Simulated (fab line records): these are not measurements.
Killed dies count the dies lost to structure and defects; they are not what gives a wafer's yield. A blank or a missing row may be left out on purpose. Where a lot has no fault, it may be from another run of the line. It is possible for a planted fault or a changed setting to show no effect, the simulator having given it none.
2 desks, one fault || flow sky130 || what lay behind the numbers comes last; until then each desk has only its own

== THE METROLOGY DESK ==
Means of the sampled wafers that have a number, per lot and without regard to the tool the lot ran on: this is what the gauges read. A lot is out of limits, marked OUT, if its mean lies more than 4 standard deviations from the usual mean; the brackets give that distance.
Columns: A = LOCAL_INTERCONNECT_TIN_THK at SKY_LOCAL_INTERCONNECT_THK_MEAS_02, usual 98.8 nm; B = cd-nm at SKY_METAL1_CD_MEAS_15, usual 140.1 nm
{"lot": "L879", "first seen here": "day 28 22:11", "A": 98.6, "B": 140.6}
{"lot": "L880", "first seen here": "day 29 12:40", "A": 97.4, "B": 139.6}
{"lot": "L881", "first seen here": "day 30 00:13", "A": 99.0, "B": 137.5}
{"lot": "L882", "first seen here": "day 30 04:56", "A": 101.0, "B": 138.8}
{"lot": "L885", "first seen here": "day 31 00:33", "A": 98.2, "B": 140.0}
{"lot": "L886", "first seen here": "day 31 12:55", "A": 99.9, "B": 139.9}
{"lot": "L888", "first seen here": "day 32 12:55", "A": 98.5, "B": 141.1}
{"lot": "L889", "first seen here": "day 32 19:54", "A": 97.7, "B": 137.2}
{"lot": "L890", "first seen here": "day 33 05:01", "A": 98.1, "B": 139.3}
{"lot": "L894", "first seen here": "day 34 06:37", "A": 99.4, "B": 137.6}
{"lot": "L892", "first seen here": "day 34 12:49", "A": 98.6, "B": 142.5}
{"lot": "L896", "first seen here": "day 34 16:26", "A": 98.8, "B": 140.4}
{"lot": "L902", "first seen here": "day 36 12:16", "A": 99.9, "B": 138.5}
Result from this desk: across the 13 lots, nothing is out of limits.

== DESK OF THE TOOL OWNER: plasma-asher-01 ==
The tool's own readings at SKY_CONTACT_STRIP_19 (strips in O2/N2): means of the sampled wafers that have a number, for each lot that ran on this tool. A lot is out of limits, marked OUT, if its mean lies more than 4 standard deviations from the usual mean; the brackets give that distance.
Columns: A = chamber-pressure-mTorr at SKY_CONTACT_STRIP_19, usual 1500.0 mTorr; B = drypump-motor-current-A at SKY_CONTACT_STRIP_19, usual 5.7 A; C = oes-product-au at SKY_CONTACT_STRIP_19, usual 0.381 a.u.; D = strip-time-to-endpoint-s at SKY_CONTACT_STRIP_19, usual 3.611 s
{"lot": "L881", "first seen here": "day 32 08:58", "A": 1499.2, "B": 5.9, "C": 0.385, "D": 3.597}
{"lot": "L886", "first seen here": "day 33 21:30", "A": 1500.2, "B": 5.9, "C": 0.381, "D": 3.606}
{"lot": "L888", "first seen here": "day 34 19:46", "A": 1500.2, "B": 5.9, "C": 0.382, "D": 3.610}
{"lot": "L889", "first seen here": "day 35 03:41", "A": 1500.8, "B": 5.9, "C": 0.381, "D": 3.593}
{"lot": "L892", "first seen here": "day 36 19:04", "A": 1497.7, "B": 5.8, "C": 0.378, "D": "3.735 (+5.4) OUT"}
This desk's finding: out of limits on L892; first on L892, day 36 19:04 (strip-time-to-endpoint-s at SKY_CONTACT_STRIP_19). In limits: L881, L886, L888, L889.

== PUT TOGETHER ==
The tool owner's desk could have raised an alarm at day 36 19:04, on L892.
Metrology desk: nothing out of limits seen.
The metrology desk has L892 on record, within its limits.
On plasma-asher-01, each named lot ran SKY_CONTACT_STRIP_19.

== WHAT THE SIMULATOR HAD PUT IN ==
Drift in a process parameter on plasma-asher-01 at SKY_CONTACT_STRIP_19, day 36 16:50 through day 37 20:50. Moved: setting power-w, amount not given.
Shown lots that were struck: L892.
Delay in hours, fault start to first out-of-limits reading, by desk: the tool owner's desk at 2.
